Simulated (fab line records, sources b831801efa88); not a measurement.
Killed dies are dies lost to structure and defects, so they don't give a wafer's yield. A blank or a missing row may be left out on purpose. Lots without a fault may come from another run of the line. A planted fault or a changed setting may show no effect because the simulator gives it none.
fab line records | flow sky130
record lots=11 wafers=33 last_day=50
route steps=708 shown SD_P@324 RES_XHIGH@341 VIA3@587 PAD_OPEN@708
lots that met no fault: from a run of the same line without faults
start_h: hours from the record's first day to the start of the lot's first wafer shown | wait_h: hours since the lot's step before | " the same as in the row above | L1.1+2: a row that stands for several wafers | - no value, or no start given | * or withheld: withheld | < > ~ a bound
route shown NAME@n: a module of which the file shows steps, and the number in the route of the first | usual: mean/standard deviation of fault-free wafers | same: alike in all rows | chamber/n: place in a boat | sites: the reading at each site | _std_site: their standard deviation | _edge_site: outer sites' mean less inner sites' | radius_mm: how far each site lies from the wafer's centre | mask NAME#n: copy n | behind: the tool/chamber that last shaped the wafer | hold: why the lot was held/for how many hours/how that ended | device: the transistor (n, p or np) that didn't switch | end of line: the same wafers' tests at the end of the route | a step without rows: its recipe alone | killed: dies lost to structure and defects at the first sort, not the wafer's yield | map: a wafer's dies, x killed, . not, _ none there
set.NAME: the setting as run; set.NAME@STEP: as run at that earlier step | model.NAME: the simulator's own value behind a step, which no gauge read
steps of the route over a sample of lots; a table a step, a row a wafer
services: from which hour (start_h, from the record's first day; less than 0 if before it) a tool's chamber was out of use, for how many hours, and why
## steps
# step SKY_SD_P_EXPOSE_04
# recipe mask_id=PSDM na=0.6 source_shape=conventional sigma_outer=0.6 polarization=unpolarized target_cd_nm=380 dose_mj=138
# usual exposure_dose_mJ_cm2=137.88/0.15
# columns lot.wafer tool chamber start_h wait_h mask exposure_dose_mJ_cm2
L324.4 iline_stepper-02 0 587.68 - PSDM#0 138.02
L324.5 " 0 " " PSDM#0 138.01
L324.6 " 0 " " PSDM#0 138.18
L326.3 iline_stepper-02 0 606.06 - PSDM#0 137.81
L326.5 " 0 " " PSDM#0 137.74
L326.6 " 0 " " PSDM#0 137.72
L327.1 iline_stepper-02 0 607.46 - PSDM#0 137.58
L327.4 " 0 " " PSDM#0 137.73
L327.5 " 0 " " PSDM#0 137.66
L328.1 iline_stepper-01 0 624.03 - PSDM#0 137.85
L328.3 " 0 " " PSDM#0 137.77
L328.5 " 0 " " PSDM#0 137.59
L330.1 iline_stepper-02 0 635.44 - PSDM#0 137.89
L330.2 " 0 " " PSDM#0 137.84
L330.4 " 0 " " PSDM#0 137.57
L331.1 iline_stepper-01 0 656.34 - PSDM#0 138.10
L331.3 " 0 " " PSDM#0 137.96
L331.6 " 0 " " PSDM#0 137.90
L339.1 iline_stepper-01 0 710.00 - URPM#0 137.95
L339.4 " 0 " " URPM#0 138.08
L339.6 " 0 " " URPM#0 138.05
L342.1 iline_stepper-02 0 729.16 - PSDM#0 137.96
L342.2 " 0 " " PSDM#0 137.87
L342.5 " 0 " " PSDM#0 137.79
L343.1 iline_stepper-02 0 733.65 - PSDM#0 137.70
L343.3 " 0 " " PSDM#0 137.63
L343.4 " 0 " " PSDM#0 137.68
L344.2 iline_stepper-01 0 740.52 - PSDM#0 138.01
L344.3 " 0 " " PSDM#0 137.93
L344.5 " 0 " " PSDM#0 138.05
L346.1 iline_stepper-01 0 761.58 - PSDM#0 137.84
L346.5 " 0 " " PSDM#0 137.78
L346.6 " 0 " " PSDM#0 137.78
# step SKY_SD_P_CD_MEAS_07
# recipe target_cd_nm=380
# usual cd_nm=381.0/2.4
# columns lot.wafer tool chamber start_h wait_h cd_nm
L324.4 cd_sem-02 - 602.36 0.1 383.9
L324.5 " - " " 383.7
L324.6 " - " " 381.8
L326.3 cd_sem-02 - 619.97 0.1 384.0
L326.5 " - " " 385.2
L326.6 " - " " 383.8
L327.1 cd_sem-01 - 621.15 0.1 380.2
L327.4 " - " " 380.2
L327.5 " - " " 380.8
L328.1 cd_sem-01 - 638.20 0.1 379.9
L328.3 " - " " 379.6
L328.5 " - " " 379.6
L330.1 cd_sem-02 - 648.85 0.1 379.0
L330.2 " - " " 378.1
L330.4 " - " " 381.1
L331.1 cd_sem-02 - 670.21 0.1 381.8
L331.3 " - " " 382.0
L331.6 " - " " 383.3
L339.1 cd_sem-02 - 723.10 0.1 -
L339.4 " - " " -
L339.6 " - " " -
L342.1 cd_sem-01 - 741.86 0.1 382.3
L342.2 " - " " 385.2
L342.5 " - " " 381.9
L343.1 cd_sem-02 - 746.45 0.1 386.0
L343.3 " - " " 382.9
L343.4 " - " " 385.4
L344.2 cd_sem-01 - 753.62 0.1 379.3
L344.3 " - " " 375.9
L344.5 " - " " 376.0
L346.1 cd_sem-02 - 774.25 0.1 376.7
L346.5 " - " " 376.8
L346.6 " - " " 375.8
# step SKY_SD_P_TW_MEAS_11
# usual SD_P_TW=2799/22
# columns lot.wafer tool chamber start_h wait_h SD_P_TW
L324.4 film_metro-03 - 602.74 0.1 2764
L324.5 " - " " 2772
L324.6 " - " " 2762
L326.3 film_metro-01 - 620.35 0.1 2807
L326.5 " - " " 2813
L326.6 " - " " 2797
L327.1 film_metro-01 - 621.56 0.1 2807
L327.4 " - " " 2848
L327.5 " - " " 2826
L328.1 film_metro-03 - 638.61 0.1 2759
L328.3 " - " " 2757
L328.5 " - " " 2749
L330.1 film_metro-01 - 649.26 0.1 2807
L330.2 " - " " 2815
L330.4 " - " " 2805
L331.1 film_metro-01 - 670.62 0.1 2808
L331.3 " - " " 2815
L331.6 " - " " 2818
L339.1 film_metro-01 - 723.51 0.1 30
L339.4 " - " " 30
L339.6 " - " " 30
L342.1 film_metro-03 - 742.27 0.1 2784
L342.2 " - " " 2772
L342.5 " - " " 2787
L343.1 film_metro-03 - 746.86 0.1 2793
L343.3 " - " " 2799
L343.4 " - " " 2784
L344.2 film_metro-02 - 754.02 0.1 2788
L344.3 " - " " 2797
L344.5 " - " " 2807
L346.1 film_metro-01 - 774.66 0.1 2799
L346.5 " - " " 2789
L346.6 " - " " 2789
# step SKY_RES_XHIGH_TW_MEAS_09
# usual RES_XHIGH_TW=1625/11
# columns lot.wafer tool chamber start_h wait_h RES_XHIGH_TW
L324.4 film_metro-02 - 630.95 0.1 1636
L324.5 " - " " 1623
L324.6 " - " " 1616
L326.3 film_metro-02 - 648.65 0.1 1629
L326.5 " - " " 1631
L326.6 " - " " 1620
L327.1 film_metro-02 - 650.32 0.1 1628
L327.4 " - " " 1629
L327.5 " - " " 1631
L328.1 film_metro-02 - 666.53 0.1 1620
L328.3 " - " " 1622
L328.5 " - " " 1627
L330.1 film_metro-02 - 677.50 0.1 1614
L330.2 " - " " 1614
L330.4 " - " " 1616
L331.1 film_metro-01 - 698.80 0.1 1639
L331.3 " - " " 1639
L331.6 " - " " 1632
L339.1 film_metro-01 - 750.33 0.1 2878
L339.4 " - " " 2878
L339.6 " - " " 2885
L342.1 film_metro-03 - 768.62 0.1 1617
L342.2 " - " " 1619
L342.5 " - " " 1618
L343.1 film_metro-02 - 773.38 0.1 1610
L343.3 " - " " 1621
L343.4 " - " " 1618
L344.2 film_metro-02 - 780.59 0.1 1626
L344.3 " - " " 1627
L344.5 " - " " 1627
L346.1 film_metro-01 - 801.22 0.1 1628
L346.5 " - " " 1636
L346.6 " - " " 1627
# step SKY_VIA3_ETCH_14
# recipe chemistry=N2/H2 target=BARC ion_energy_ev=200 source_w=500 bias_w=100 pressure_mtorr=30 n2_flow_sccm=100 h2_flow_sccm=200 stop_on=SiO2 time_s=45.9 target_depth_a=600
# usual drypump_motor_current_A=5.8/0.4 oes_product_au=0.855/0.0049 throttle_valve_pct=13.225/0.0089
# columns lot.wafer tool chamber start_h wait_h drypump_motor_current_A oes_product_au rf_hours_counter_h throttle_valve_pct
L324.4 rie_diel-01 1 939.12 0.0 5.6 0.856 15 13.227
L324.5 " 1 " " 5.7 0.855 - 13.216
L324.6 " 2 " " 5.4 0.856 - 13.221
L326.3 rie_diel-01 2 955.46 0.0 5.4 0.857 17 13.221
L326.5 " 0 " " 5.6 0.850 - 13.233
L326.6 " 1 " " 5.7 0.857 - 13.204
L327.1 rie_diel-02 0 956.33 0.0 6.8 0.851 10 13.215
L327.4 " 1 " " 6.3 0.849 14 13.223
L327.5 " 0 " " 6.7 0.860 - 13.236
L328.1 rie_diel-02 2 970.53 0.0 5.9 0.860 6 13.206
L328.3 " 3 " " 6.0 0.850 4 13.223
L328.5 " 3 " " 6.0 0.851 - 13.229
L330.1 rie_diel-04 1 978.03 0.0 5.6 0.851 14 13.227
L330.2 " 3 " " 6.2 0.848 12 13.226
L330.4 " 3 " " 6.2 0.855 - 13.223
L331.1 rie_diel-04 2 998.98 0.0 5.6 0.861 14 13.228
L331.3 " 1 " " 5.6 0.859 15 13.225
L331.6 " 3 " " 6.2 0.850 - 13.224
L339.1 rie_diel-04 0 1041.31 0.0 6.4 0.852 24 13.213
L339.4 " 2 " " 5.6 0.854 15 13.230
L339.6 " 3 " " 6.2 0.853 - 13.221
L342.1 rie_diel-01 1 1056.49 0.0 5.7 0.855 19 13.233
L342.2 " 3 " " 5.6 0.857 9 13.213
L342.5 " 0 " " 5.5 0.859 - 13.232
L343.1 rie_diel-01 3 1061.11 0.0 5.6 0.863 9 13.232
L343.3 " 0 " " 5.5 0.860 9 13.226
L343.4 " 1 " " 5.6 0.854 20 13.213
L344.2 rie_diel-02 2 1065.32 0.0 5.8 0.861 8 13.225
L344.3 " 3 " " 6.0 0.856 7 13.210
L344.5 " 0 " " 6.8 0.853 - 13.235
L346.1 rie_diel-02 0 1082.04 0.0 6.7 0.861 13 13.229
L346.5 " 1 " " 6.4 0.861 - 13.226
L346.6 " 2 " " 5.8 0.860 - 13.231
# step SKY_VIA3_SPUTTER_20
# recipe material=TiN target_thk_nm=20 chamber_pressure_pa=5 power_w=4000 time_s=80
# usual throttle_valve_pct=30.2/1.1
# columns lot.wafer tool chamber start_h wait_h throttle_valve_pct
L324.4 pvd_sputter-01 - 939.85 0.0 29.5
L324.5 " - " " 28.8
L324.6 " - " " 30.3
L326.3 pvd_sputter-01 - 956.20 0.0 30.4
L326.5 " - " " 30.4
L326.6 " - " " 28.8
L327.1 pvd_sputter-02 - 957.06 0.0 29.5
L327.4 " - " " 31.5
L327.5 " - " " 29.5
L328.1 pvd_sputter-02 - 971.24 0.0 29.6
L328.3 " - " " 31.1
L328.5 " - " " 31.1
L330.1 pvd_sputter-02 - 978.83 0.0 31.2
L330.2 " - " " 29.2
L330.4 " - " " 31.1
L331.1 pvd_sputter-01 - 999.72 0.0 32.1
L331.3 " - " " 30.3
L331.6 " - " " 29.4
L339.1 pvd_sputter-01 - 1042.04 0.0 30.2
L339.4 " - " " 28.8
L339.6 " - " " 30.2
L342.1 pvd_sputter-01 - 1057.18 0.0 31.8
L342.2 " - " " 29.6
L342.5 " - " " 29.5
L343.1 pvd_sputter-01 - 1061.81 0.0 31.8
L343.3 " - " " 29.7
L343.4 " - " " 28.9
L344.2 pvd_sputter-04 - 1066.02 0.0 30.2
L344.3 " - " " 31.2
L344.5 " - " " 30.8
L346.1 pvd_sputter-04 - 1082.76 0.0 28.8
L346.5 " - " " 30.4
L346.6 " - " " 28.9
# step SKY_VIA3_CVD_21
# recipe material=W target_thk_nm=390 time_s=117.31 temp_c=400 pressure_torr=40
# usual heater_power_w=826/150
# columns lot.wafer tool chamber start_h wait_h heater_power_w
L324.4 cvd_w-02 0 939.95 0.1 1042
L324.5 " 1 " " 713
L324.6 " 0 " " 1023
L326.3 cvd_w-01 1 956.30 0.1 667
L326.5 " 1 " " 663
L326.6 " 0 " " 901
L327.1 cvd_w-02 0 957.12 0.0 1055
L327.4 " 0 " " 1047
L327.5 " 0 " " 1042
L328.1 cvd_w-02 1 971.30 0.0 709
L328.3 " 1 " " 691
L328.5 " 1 " " 734
L330.1 cvd_w-01 1 978.89 0.0 657
L330.2 " 0 " " 908
L330.4 " 0 " " 888
L331.1 cvd_w-01 1 999.78 0.0 655
L331.3 " 1 " " 659
L331.6 " 1 " " 678
L339.1 cvd_w-02 0 1042.11 0.0 1044
L339.4 " 0 " " 1065
L339.6 " 0 " " 1042
L342.1 cvd_w-01 1 1057.25 0.0 674
L342.2 " 0 " " 901
L342.5 " 0 " " 899
L343.1 cvd_w-02 0 1061.87 0.0 1047
L343.3 " 1 " " 729
L343.4 " 0 " " 1007
L344.2 cvd_w-02 1 1066.08 0.0 718
L344.3 " 1 " " 715
L344.5 " 0 " " 1036
L346.1 cvd_w-01 0 1082.82 0.0 901
L346.5 " 1 " " 661
L346.6 " 0 " " 904
# step SKY_PAD_OPEN_PROBE_99
# usual killed_at_M0_to_M3=44/7.9 killed_at_M4_up=3.1/2 killed_at_contacts=23/4.9 killed_at_front_end=15/3.9 killed_at_other=0.2/0.49 killed_dies=86/10 killed_on_rim=17/3.9 killed_open=47/7.1 killed_short=39/7.1
# same gross_dies=492 killed_at_back_side=0
# columns lot.wafer tool chamber start_h wait_h killed_at_M0_to_M3 killed_at_M4_up killed_at_contacts killed_at_front_end killed_at_other killed_dies killed_on_rim killed_open killed_short
L339.1 prober-02 - 1168.52 0.1 40 1 23 428 0 492 96 39 32
L339.4 prober-02 - 1168.67 0.2 66 1 25 400 0 492 96 67 48
L339.6 prober-02 - 1168.77 0.2 41 7 23 421 0 492 96 36 44
# killed by level:class
L339.1 SD_P:area_expose=421 VIA1:geometric_particle:open=14 LI_CONTACT:geometric_particle:open=7 CONTACT:geometric_particle:open=6 CONTACT:geometric_particle:short=6 VIA2:geometric_particle:open=5 METAL1:geometric_particle:short=4 LOCAL_INTERCONNECT:geometric_particle:short=3
L339.4 SD_P:area_expose=377 VIA1:geometric_particle:open=14 VIA3:geometric_particle:open=12 VIA2:geometric_particle:open=10 CONTACT:geometric_particle:open=7 VIA1:geometric_particle:short=7 POLY_GATE:geometric_particle:open=6 VIA3:geometric_particle:short=6
L339.6 SD_P:area_expose=412 VIA1:geometric_particle:open=9 CONTACT:geometric_particle:open=7 METAL2:geometric_particle:short=6 VIA2:geometric_particle:open=6 LI_CONTACT:geometric_particle:short=5 VIA1:geometric_particle:short=5 LI_CONTACT:geometric_particle:open=4
## services
# columns tool chamber start_h hours kind
iline_stepper-01 - 569.67 1.7 pm
cvd_w-02 - 630.89 1.8 repair
iline_stepper-02 - 647.28 2.1 pm
cvd_w-01 - 654.27 0.9 repair
iline_stepper-01 - 718.44 2.5 repair
iline_stepper-02 - 723.69 1.7 pm
cvd_w-02 - 733.04 1.5 repair
iline_stepper-01 - 740.88 12.4 repair
iline_stepper-01 - 762.16 4.4 pm
iline_stepper-01 - 768.03 6.0 repair
iline_stepper-01 - 781.11 1.1 repair
iline_stepper-01 - 787.85 1.7 pm
cvd_w-01 1 792.14 3.0 repair
pvd_sputter-01 - 801.92 4.3 repair
cvd_w-02 - 820.79 0.7 repair
pvd_sputter-01 - 853.17 3.4 repair
iline_stepper-02 - 903.58 28.9 pm
cvd_w-02 - 904.00 14.0 pm
pvd_sputter-01 - 905.09 2.3 repair
iline_stepper-02 - 937.37 1.7 pm
iline_stepper-02 - 954.14 4.2 repair
cvd_w-02 - 1044.14 0.5 repair
iline_stepper-02 - 1053.55 5.3 repair
iline_stepper-02 - 1054.12 5.5 repair
## key
first_sign step=SKY_SD_P_EXPOSE_04 reading=mask direction=changed
effect step=SKY_SD_P_CD_MEAS_07 reading=cd_nm direction=missing
effect step=SKY_SD_P_TW_MEAS_11 reading=SD_P_TW direction=down sigmas=99+ usual=2799 struck=30
effect step=SKY_RES_XHIGH_TW_MEAS_09 reading=RES_XHIGH_TW direction=up sigmas=99+ usual=1625 struck=2880
effect step=SKY_PAD_OPEN_PROBE_99 reading=killed_at_front_end direction=up sigmas=99+ usual=15 struck=416
more_kills_born_at SKY_SD_P_EXPOSE_04@iline_stepper-01=1210
met_at SKY_SD_P_EXPOSE_04
struck_lots L339
tester_left_out L339
not_acting_at SKY_VIA3_ETCH_14,SKY_VIA3_SPUTTER_20,SKY_VIA3_CVD_21
onset_between 656.34 710.00
fault kind=wrong_mask tool=any chamber=- onset_h=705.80 steps=SKY_SD_P_EXPOSE_04 aux_copy=URPM#0 scope=struck_lots_only
# tester_left_out: of these lots the tester's yield and bins aren't shown, on N5 and GAA mostly nor the transistor test; their killed dies are dies lost to structure and defects alone, not to doping, threshold or leakage, so they don't give the yield
